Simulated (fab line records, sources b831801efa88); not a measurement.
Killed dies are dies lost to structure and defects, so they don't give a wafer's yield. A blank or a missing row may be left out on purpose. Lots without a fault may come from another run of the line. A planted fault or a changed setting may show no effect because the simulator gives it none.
fab line records | flow sfq_line
record lots=6 wafers=18 last_day=91
route steps=325 shown INCOMING@1 L0@3 L0V@16
lots that met no fault: from a run of the same line without faults
start_h: hours from the record's first day to the start of the lot's first wafer shown | wait_h: hours since the lot's step before | " the same as in the row above | L1.1+2: a row that stands for several wafers | - no value, or no start given | * or withheld: withheld | < > ~ a bound
route shown NAME@n: a module of which the file shows steps, and the number in the route of the first | usual: mean/standard deviation of fault-free wafers | same: alike in all rows | chamber/n: place in a boat | sites: the reading at each site | _std_site: their standard deviation | _edge_site: outer sites' mean less inner sites' | radius_mm: how far each site lies from the wafer's centre | mask NAME#n: copy n | behind: the tool/chamber that last shaped the wafer | hold: why the lot was held/for how many hours/how that ended | device: the transistor (n, p or np) that didn't switch | end of line: the same wafers' tests at the end of the route | a step without rows: its recipe alone | killed: dies lost to structure and defects at the first sort, not the wafer's yield | map: a wafer's dies, x killed, . not, _ none there
set.NAME: the setting as run; set.NAME@STEP: as run at that earlier step | model.NAME: the simulator's own value behind a step, which no gauge read
lots at some steps of the route; a table a step, a row a wafer
services: from which hour (start_h, from the record's first day; less than 0 if before it) a tool's chamber was out of use, for how many hours, and why
## steps
# step SFQ_INCOMING_BOW_MEAS_900
# recipe mode=bow
# usual INCOMING_BOW=0/6.3
# columns lot.wafer tool chamber start_h wait_h INCOMING_BOW[um]
L205.1 film_metro-01 - 10.00 - -1
L205.3 " - " " -1
L205.6 " - " " -3
L211.1 film_metro-04 - 40.00 - -7
L211.3 " - " " 8
L211.6 " - " " 3
L212.1 film_metro-04 - 45.00 - 11
L212.3 " - " " -6
L212.6 " - " " -9
L222.1 film_metro-01 - 95.00 - 5
L222.5 " - " " -18
L222.6 " - " " -9
L224.1 film_metro-04 - 105.00 - 11
L224.2 " - " " 7
L224.4 " - " " -4
L228.2 film_metro-04 - 125.02 - 4
L228.3 " - " " -13
L228.4 " - " " 1
# step SFQ_TRILAYER_INCOMING_OXIDATION_002
# recipe temp_c=1000 ambient=H2O target_thk_a=5000 p_h2o_torr=720 ox_time_s=4939
# step SFQ_TRILAYER_L0_DEP_SPUTTER_003
# recipe material=MoNx_KI base_pressure_pa=1.33e-06 target_thk_nm=40 power_w=800 time_s=100 chamber_pressure_pa=0.4
# usual base_pressure_pa=1.32e-06/8.2e-08 throttle_valve_pct=30.0/1.2
# columns lot.wafer tool chamber start_h wait_h base_pressure_pa throttle_valve_pct
L205.1 pvd_sputter-03 - 12.49 0.0 1.33e-06 31.1
L205.3 " - " " 1.37e-06 28.0
L205.6 " - " " 1.25e-06 28.6
L211.1 pvd_sputter-05 - 42.49 0.0 1.28e-06 30.1
L211.3 " - " " 1.22e-06 31.3
L211.6 " - " " 1.29e-06 29.4
L212.1 pvd_sputter-04 - 47.49 0.0 1.19e-06 31.3
L212.3 " - " " 1.18e-06 29.8
L212.6 " - " " 1.3e-06 29.5
L222.1 pvd_sputter-03 - 97.49 0.0 1.32e-06 30.6
L222.5 " - " " 1.24e-06 28.3
L222.6 " - " " 1.39e-06 30.7
L224.1 pvd_sputter-04 - 107.49 0.0 1.12e-06 29.9
L224.2 " - " " 1.29e-06 29.6
L224.4 " - " " 1.36e-06 31.3
L228.2 pvd_sputter-03 - 127.49 0.0 1.54e-06 31.1
L228.3 " - " " 1.17e-06 28.6
L228.4 " - " " 1.36e-06 28.4
# step SFQ_L0_RS_MEAS_901
# recipe thk_meas_gauge=four-point-probe reads=MoNx_KI_of_TRILAYER_L0_DEP_SPUTTER_003
# usual L0_MONX_KI_RS=43.4/0.58
# columns lot.wafer tool chamber start_h wait_h L0_MONX_KI_RS[ohm/sq]
L205.1 film_metro-04 - 12.56 0.0 43.8
L205.3 " - " " 43.5
L205.6 " - " " 43.2
L211.1 film_metro-04 - 42.56 0.0 44.0
L211.3 " - " " 43.6
L211.6 " - " " 43.4
L212.1 film_metro-01 - 47.56 0.0 44.2
L212.3 " - " " 43.1
L212.6 " - " " 43.2
L222.1 film_metro-01 - 97.56 0.0 43.8
L222.5 " - " " 43.0
L222.6 " - " " 43.1
L224.1 film_metro-04 - 107.92 0.4 43.5
L224.2 " - " " 43.3
L224.4 " - " " 44.5
L228.2 film_metro-04 - 127.58 0.1 43.2
L228.3 " - " " 42.5
L228.4 " - " " 42.1
# step SFQ_L0_THK_MEAS_902
# recipe thk_meas_gauge=xrf reads=MoNx_KI_of_TRILAYER_L0_DEP_SPUTTER_003
# usual L0_MONX_KI_THK=40.6/0.55
# columns lot.wafer tool chamber start_h wait_h L0_MONX_KI_THK[nm]
L205.1 film_metro-04 - 12.68 0.1 40.4
L205.3 " - " " 40.7
L205.6 " - " " 41.2
L211.1 film_metro-04 - 42.68 0.1 40.0
L211.3 " - " " 40.4
L211.6 " - " " 40.7
L212.1 film_metro-01 - 47.68 0.1 39.8
L212.3 " - " " 40.9
L212.6 " - " " 40.7
L222.1 film_metro-01 - 97.68 0.1 40.3
L222.5 " - " " 40.9
L222.6 " - " " 41.0
L224.1 film_metro-04 - 108.04 0.1 40.4
L224.2 " - " " 40.7
L224.4 " - " " 39.5
L228.2 film_metro-04 - 127.69 0.1 40.9
L228.3 " - " " 41.4
L228.4 " - " " 41.7
# step SFQ_TRILAYER_L0_LITHO_COAT_010
# recipe resist=BARC spin_rpm=3000 resist_thk_nm=62
# step SFQ_TRILAYER_L0_LITHO_COAT_005
# recipe resist=KrF spin_rpm=3000 resist_thk_nm=595
# step SFQ_TRILAYER_L0_LITHO_SOFTBAKE_009
# recipe temp_c=withheld time_s=withheld resist=KrF
# step SFQ_TRILAYER_L0_LITHO_EXPOSE_006
# recipe mask_id=L0 na=0.6 source_shape=conventional sigma_outer=0.65 target_cd_nm=2000 dose_mj=14.4
# step SFQ_TRILAYER_L0_LITHO_PEB_008
# recipe peb_temp_c=115 peb_time_s=60 resist=KrF
# step SFQ_TRILAYER_L0_LITHO_DEVELOP_007
# recipe time_s=60 resist=KrF
# step SFQ_TRILAYER_L0_BARC_OPEN_METAL_ETCH_010
# recipe mask_material=PR chemistry=O2 target_depth_nm=125 target=BARC icp_w=600 bias_w=80 pressure_mtorr=10 time_s=41.7
# usual bias_w=80.01/0.24 chamber_pressure_mTorr=10.000/0.0097 drypump_motor_current_A=5.3/0.49 oes_product_au=0.685/0.0047
# columns lot.wafer tool chamber start_h wait_h bias_w chamber_pressure_mTorr drypump_motor_current_A oes_product_au rf_hours_counter_h model.KrF_of_TRILAYER_L0_LITHO_COAT_005.thk_nm
L205.1 rie_metal-02 0 34.48 0.1 79.97 10.002 5.7 0.693 150 517.3
L205.3 " 0 " " 79.72 9.991 5.7 0.685 - 516.1
L205.6 " 1 " " 80.02 9.982 4.8 0.691 - 518.5
L211.1 rie_metal-02 1 45.28 0.1 - - - - - 568.7
L211.3 " 0 " " - - - - - 568.3
L211.6 " 0 " " - - - - - 569.2
L212.1 rie_metal-02 0 63.40 0.1 - - - - - 571.7
L212.3 " 0 " " - - - - - 571.4
L212.6 " 0 " " - - - - - 572.1
L222.1 rie_metal-02 1 151.20 0.1 80.33 10.002 4.8 0.685 75 516.9
L222.5 " 0 " " 80.10 9.997 5.7 0.692 - 512.9
L222.6 " 1 " " 80.11 9.988 4.8 0.692 - 515.8
L224.1 rie_metal-02 1 172.70 0.1 79.50 10.000 4.8 0.703 77 519.6
L224.2 " 0 " " 79.93 10.000 5.7 0.688 176 518.3
L224.4 " 1 " " 79.62 10.003 4.8 0.688 - 517
L228.2 rie_metal-03 0 213.63 0.1 80.17 9.996 5.0 0.686 95 517.8
L228.3 " 1 " " 80.26 10.008 6.2 0.691 - 515.5
L228.4 " 0 " " 80.05 9.995 4.9 0.686 - 515.4
# step SFQ_TRILAYER_L0_ETCH_METAL_ETCH_008
# recipe target=MoNx_KI stop_on=SiO2 mask_material=PR chemistry=SF6/O2 target_depth_nm=50 icp_w=600 bias_w=80 pressure_mtorr=10 time_s=25
# usual bias_w=80.01/0.22 chamber_pressure_mTorr=10.000/0.009 drypump_motor_current_A=5.3/0.49 oes_product_au=0.875/0.0078
# columns lot.wafer tool chamber start_h wait_h bias_w chamber_pressure_mTorr drypump_motor_current_A oes_product_au rf_hours_counter_h model.KrF_of_TRILAYER_L0_LITHO_COAT_005.thk_nm
L205.1 rie_metal-02 0 34.54 0.0 79.81 9.992 5.7 0.874 150 475.5
L205.3 " 0 " " 79.85 9.981 5.7 0.877 - 474.7
L205.6 " 1 " " 79.86 10.005 4.8 0.874 - 477.6
L211.1 rie_metal-02 1 45.34 0.0 80.13 9.993 4.8 0.374 54 528
L211.3 " 0 " " 79.82 10.015 5.7 0.370 - 526.4
L211.6 " 0 " " 80.05 10.010 5.7 0.372 - 527.5
L212.1 rie_metal-02 0 63.46 0.0 80.17 9.994 5.7 0.381 156 529.8
L212.3 " 0 " " 79.91 10.005 5.7 0.373 - 530
L212.6 " 0 " " 79.73 10.004 5.7 0.381 - 530.3
L222.1 rie_metal-02 1 151.26 0.0 80.18 9.990 4.8 0.870 75 475.8
L222.5 " 0 " " 79.87 10.010 5.7 0.884 - 471
L222.6 " 1 " " 79.95 10.002 4.8 0.876 - 475.1
L224.1 rie_metal-02 1 172.76 0.0 79.75 9.982 4.8 0.880 77 478.6
L224.2 " 0 " " 80.19 10.010 5.7 0.882 176 476.7
L224.4 " 1 " " 79.80 9.985 4.8 0.856 - 476.2
L228.2 rie_metal-03 0 213.69 0.0 80.21 10.007 5.0 0.875 95 475.8
L228.3 " 1 " " 79.83 10.000 6.2 0.886 - 473.1
L228.4 " 0 " " 80.03 9.999 4.9 0.887 - 473.1
# step SFQ_TRILAYER_L0_STRIP_STRIP_009
# recipe gas=O2 power_w=200 platen_temp_c=40 overash_fraction=0.65 chemistry=O2 pressure_mtorr=50
# usual drypump_motor_current_A=5.3/0.5 oes_product_au=0.998/0.009
# columns lot.wafer tool chamber start_h wait_h drypump_motor_current_A oes_product_au rf_hours_counter_h
L205.1 rie_metal-02 0 34.58 0.0 5.7 0.998 150
L205.3 " 0 " " 5.7 0.990 -
L205.6 " 1 " " 4.8 0.980 -
L211.1 rie_metal-02 1 45.38 0.0 4.8 0.998 54
L211.3 " 0 " " 5.7 0.993 -
L211.6 " 0 " " 5.7 1.002 -
L212.1 rie_metal-02 0 63.51 0.0 5.7 1.010 156
L212.3 " 0 " " 5.7 1.006 -
L212.6 " 0 " " 5.7 0.996 -
L222.1 rie_metal-02 1 151.31 0.0 4.8 0.991 75
L222.5 " 0 " " 5.7 0.994 -
L222.6 " 1 " " 4.8 0.986 -
L224.1 rie_metal-02 1 172.81 0.0 4.8 0.983 78
L224.2 " 0 " " 5.7 1.010 176
L224.4 " 1 " " 4.8 0.992 -
L228.2 rie_metal-03 0 213.73 0.0 5.0 1.009 96
L228.3 " 1 " " 6.2 1.007 -
L228.4 " 0 " " 5.0 1.002 -
# step SFQ_TRILAYER_L0_STRIP_SOLV_CLEAN_010
# recipe chemistry=NMP temp_c=70 time_s=600
# step SFQ_TRILAYER_L0_CAP_PECVD_011
# recipe material=SiO2 temp_c=150 time_s=13.333 pressure_torr=2.4 rf_w=183.3 precursor=SiH4/N2O target_thk_nm=60
# usual heater_power_outer_w=31/13 heater_power_w=84/21 throttle_valve_pct=25.4/1.9
# columns lot.wafer tool chamber start_h wait_h heater_power_outer_w heater_power_w since_wet_clean_h throttle_valve_pct
L205.1 pecvd-01 0 35.53 0.0 42 100 1319 28.7
L205.3 " 2 " " 22 68 1319 24.8
L205.6 " 2 " " 23 68 - 24.7
L211.1 pecvd-03 2 46.16 0.0 46 106 207 23.7
L211.3 " 0 " " 39 101 207 23.7
L211.6 " 0 " " 39 101 - 23.8
L212.1 pecvd-01 0 64.28 0.0 37 91 1348 28.7
L212.3 " 2 " " 22 68 1348 24.7
L212.6 " 2 " " 22 70 - 24.8
L222.1 pecvd-04 0 152.08 0.0 35 86 1066 24.3
L222.5 " 2 " " 27 77 - 24.7
L222.6 " 0 " " 36 86 - 24.2
L224.1 pecvd-01 0 173.58 0.0 43 97 1457 28.9
L224.2 " 2 " " 18 63 1457 24.8
L224.4 " 1 " " 10 48 - 28.5
L228.2 pecvd-01 1 214.51 0.0 10 50 6 24.2
L228.3 " 2 " " 21 65 6 22.3
L228.4 " 1 " " 10 50 - 24.0
# step SFQ_TRILAYER_L0_VIA_LITHO_COAT_018
# recipe resist=BARC spin_rpm=3000 resist_thk_nm=62
# step SFQ_TRILAYER_L0_VIA_LITHO_COAT_013
# recipe resist=KrF spin_rpm=3000 resist_thk_nm=639.5
# step SFQ_TRILAYER_L0_VIA_LITHO_SOFTBAKE_017
# recipe temp_c=withheld time_s=withheld resist=KrF
# step SFQ_TRILAYER_L0_VIA_LITHO_EXPOSE_014
# recipe mask_id=L0V na=0.6 source_shape=conventional sigma_outer=0.65 target_cd_nm=700 dose_mj=21.3
# usual exposure_dose_mJ_cm2=21.299/0.021 focus_offset_nm=-0.1/0.53
# columns lot.wafer tool chamber start_h wait_h mask exposure_dose_mJ_cm2 focus_offset_nm
L205.1 krf_scanner-02 0 99.20 - L0V#0 21.277 0.0
L205.3 " 0 " " L0V#0 21.284 -0.9
L205.6 " 0 " " L0V#0 21.308 -0.7
L211.1 krf_scanner-02 - 114.80 - L0V#0 - -
L211.3 " - " " L0V#0 - -
L211.6 " - " " L0V#0 - -
L212.1 krf_scanner-01 - 122.20 - L0V#0 - -
L212.3 " - " " L0V#0 - -
L212.6 " - " " L0V#0 - -
L222.1 krf_scanner-01 0 254.08 - L0V#0 21.326 -0.4
L222.5 " 0 " " L0V#0 21.298 0.0
L222.6 " 0 " " L0V#0 21.344 -0.4
L224.1 krf_scanner-01 0 278.08 - L0V#0 21.327 -0.5
L224.2 " 0 " " L0V#0 21.265 0.6
L224.4 " 0 " " L0V#0 21.293 0.3
L228.2 krf_scanner-01 0 321.05 - L0V#0 21.287 -1.0
L228.3 " 0 " " L0V#0 21.286 0.1
L228.4 " 0 " " L0V#0 21.261 -0.8
# step SFQ_TRILAYER_L0_VIA_LITHO_PEB_016
# recipe peb_temp_c=115 peb_time_s=60 resist=KrF
# step SFQ_TRILAYER_L0_VIA_LITHO_DEVELOP_015
# recipe time_s=60 resist=KrF
# step SFQ_L0V_OVL_MEAS_903
# usual L0V_OVL=1/5
# columns lot.wafer tool chamber start_h wait_h L0V_OVL[nm]
L205.1 overlay-02 - 100.70 0.1 -6
L205.3 " - " " -8
L205.6 " - " " -8
L211.1 overlay-01 - 116.30 0.1 -
L211.3 " - " " -
L211.6 " - " " -
L212.1 overlay-02 - 123.70 0.1 -
L212.3 " - " " -
L212.6 " - " " -
L222.1 overlay-01 - 255.58 0.1 1
L222.5 " - " " 6
L222.6 " - " " -3
L224.1 overlay-01 - 279.58 0.1 5
L224.2 " - " " 2
L224.4 " - " " 2
L228.2 overlay-01 - 322.36 0.1 2
L228.3 " - " " 3
L228.4 " - " " 4
# step SFQ_TRILAYER_L0_VIA_BARC_OPEN_VIA_ETCH_021
# recipe mask_material=PR chemistry=O2 target_depth_nm=125 target=BARC source_w=500 bias_w=80 pressure_mtorr=30 time_s=41.7
# usual bias_w=80.01/0.23 chamber_pressure_mTorr=30.004/0.028 drypump_motor_current_A=5.8/0.43 oes_product_au=0.684/0.0048
# columns lot.wafer tool chamber start_h wait_h bias_w chamber_pressure_mTorr drypump_motor_current_A oes_product_au rf_hours_counter_h
L205.1 rie_diel-02 3 100.74 0.0 80.24 30.021 6.0 0.686 130
L205.3 " 0 " " 79.90 29.938 5.0 0.689 3
L205.6 " 3 " " 79.81 30.004 6.0 0.674 -
L211.1 rie_diel-04 1 116.34 0.0 80.28 29.991 6.0 0.680 12
L211.3 " 2 " " 80.07 29.995 6.0 0.686 102
L211.6 " 0 " " 79.89 29.971 6.0 0.690 -
L212.1 rie_diel-03 3 123.74 0.0 79.97 29.981 5.8 0.685 144
L212.3 " 1 " " 80.26 29.942 6.0 0.688 20
L212.6 " 3 " " 80.24 30.013 5.8 0.690 -
L222.1 rie_diel-03 2 255.62 0.0 80.07 30.021 5.4 0.684 9
L222.5 " 2 " " 80.08 29.968 5.4 0.683 -
L222.6 " 1 " " 80.12 30.008 6.0 0.693 -
L224.1 rie_diel-04 2 279.62 0.0 80.40 30.000 6.0 0.676 103
L224.2 " 1 " " 79.75 30.039 5.9 0.681 13
L224.4 " 3 " " 79.91 29.987 5.3 0.687 0
L228.2 rie_diel-02 1 322.39 0.0 79.94 29.988 5.7 0.682 15
L228.3 " 2 " " 80.17 30.058 6.5 0.685 119
L228.4 " 1 " " 80.13 29.986 5.7 0.691 -
# step SFQ_TRILAYER_L0_VIA_ETCH_VIA_ETCH_016
# recipe target=SiO2 stop_on=MoNx_KI mask_material=PR chemistry=CHF3 target_depth_nm=80 source_w=500 bias_w=80 pressure_mtorr=30 time_s=withheld
# usual bias_w=80.02/0.26 chamber_pressure_mTorr=30.003/0.027 drypump_motor_current_A=5.8/0.43 oes_product_au=0.842/0.0077
# columns lot.wafer tool chamber start_h wait_h bias_w chamber_pressure_mTorr drypump_motor_current_A oes_product_au
L205.1 rie_diel-02 3 100.78 0.0 79.53 29.966 6.0 0.823
L205.3 " 0 " " 79.73 30.009 5.0 0.844
L205.6 " 3 " " 80.04 29.984 6.0 0.843
L211.1 rie_diel-04 1 116.38 0.0 79.70 29.987 6.0 0.374
L211.3 " 2 " " 79.98 30.045 6.0 0.379
L211.6 " 0 " " 80.07 30.027 6.0 0.378
L212.1 rie_diel-03 3 123.78 0.0 79.83 30.034 5.8 0.377
L212.3 " 1 " " 80.15 30.008 6.0 0.374
L212.6 " 3 " " 80.15 30.033 5.8 0.381
L222.1 rie_diel-03 2 255.66 0.0 80.18 29.973 5.4 0.836
L222.5 " 2 " " 79.93 29.974 5.4 0.846
L222.6 " 1 " " 79.71 30.017 6.0 0.849
L224.1 rie_diel-04 2 279.66 0.0 80.27 30.010 6.0 0.835
L224.2 " 1 " " 80.26 30.069 6.0 0.845
L224.4 " 3 " " 80.12 30.001 5.4 0.854
L228.2 rie_diel-02 1 322.43 0.0 80.19 30.037 5.7 0.838
L228.3 " 2 " " 80.02 29.991 6.5 0.835
L228.4 " 1 " " 80.19 30.015 5.7 0.846
# step SFQ_TRILAYER_L0_VIA_STRIP_STRIP_017
# recipe gas=O2 power_w=200 platen_temp_c=40 overash_fraction=0.65 chemistry=O2 pressure_mtorr=50
# usual drypump_motor_current_A=5.5/0.46 oes_product_au=0.998/0.008
# columns lot.wafer tool chamber start_h wait_h drypump_motor_current_A oes_product_au rf_hours_counter_h
L205.1 rie_metal-03 0 100.82 - 5.0 0.992 77
L205.3 " 0 " " 5.0 1.004 -
L205.6 " 0 " " 5.0 1.007 -
L211.1 rie_metal-03 0 116.42 - 5.0 0.996 82
L211.3 " 0 " " 5.0 1.000 -
L211.6 " 0 " " 5.0 1.005 -
L212.1 rie_metal-01 1 123.83 - 5.8 1.008 149
L212.3 " 1 " " 5.8 0.998 -
L212.6 " 0 " " 6.0 1.002 -
L222.1 rie_metal-03 0 255.70 - 4.9 0.998 106
L222.5 " 0 " " 5.0 1.000 -
L222.6 " 0 " " 4.9 0.991 -
L224.1 rie_metal-01 0 279.70 - 6.0 1.010 28
L224.2 " 1 " " 5.8 0.995 171
L224.4 " 1 " " 5.8 0.990 -
L228.2 rie_metal-03 1 322.48 - 6.2 1.018 42
L228.3 " 1 " " 6.2 1.022 -
L228.4 " 0 " " 5.0 1.000 -
## services
# columns tool chamber start_h hours kind
rie_diel-03 2 3.66 3.9 repair
rie_diel-04 1 4.83 4.4 repair
krf_scanner-01 - 7.03 0.8 pm
rie_diel-02 - 7.78 0.3 repair
rie_diel-03 - 18.97 0.6 repair
krf_scanner-01 - 63.10 1.3 pm
rie_diel-02 2 69.50 6.6 repair
krf_scanner-01 - 78.05 0.2 repair
rie_metal-03 1 82.82 49.6 repair
rie_metal-02 - 93.27 1.0 repair
rie_diel-03 3 93.35 3.0 repair
rie_diel-04 2 117.15 8.0 repair
rie_diel-03 3 117.50 4.5 repair
krf_scanner-01 - 135.40 1.0 pm
rie_metal-02 - 150.44 0.4 repair
rie_metal-02 - 167.36 0.7 repair
krf_scanner-01 - 176.00 0.8 pm
krf_scanner-01 - 180.40 1.5 repair
pecvd-01 - 194.32 14.0 pm
krf_scanner-01 - 201.88 0.4 repair
rie_diel-03 - 206.51 0.8 repair
rie_diel-03 - 217.75 14.6 pm
rie_metal-03 1 221.69 64.5 repair
pecvd-01 0 226.73 5.1 repair
## key
first_sign step=SFQ_TRILAYER_L0_BARC_OPEN_METAL_ETCH_010 reading=tool_record direction=missing
effect step=SFQ_TRILAYER_L0_ETCH_METAL_ETCH_008 reading=oes_product_au direction=down sigmas=64 usual=0.875 struck=0.375
effect step=SFQ_TRILAYER_L0_VIA_LITHO_EXPOSE_014 reading=tool_record direction=missing
effect step=SFQ_L0V_OVL_MEAS_903 reading=L0V_OVL direction=missing
effect step=SFQ_TRILAYER_L0_VIA_ETCH_VIA_ETCH_016 reading=oes_product_au direction=down sigmas=61 usual=0.842 struck=0.377
model_effect step=SFQ_TRILAYER_L0_BARC_OPEN_METAL_ETCH_010 value=KrF_of_TRILAYER_L0_LITHO_COAT_005.thk_nm without=518.8 struck=570.3
model_effect step=SFQ_TRILAYER_L0_ETCH_METAL_ETCH_008 value=KrF_of_TRILAYER_L0_LITHO_COAT_005.thk_nm without=477.2 struck=528.7
met_at SFQ_TRILAYER_L0_BARC_OPEN_METAL_ETCH_010
struck_wafers L211.1,L211.3,L211.6,L212.1,L212.3,L212.6
onset_between 34.48 45.28
fault kind=skipped_step_whole tool=rie_metal-02 chamber=- onset_h=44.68 steps=SFQ_TRILAYER_L0_BARC_OPEN_METAL_ETCH_010 scope=struck_lots_only
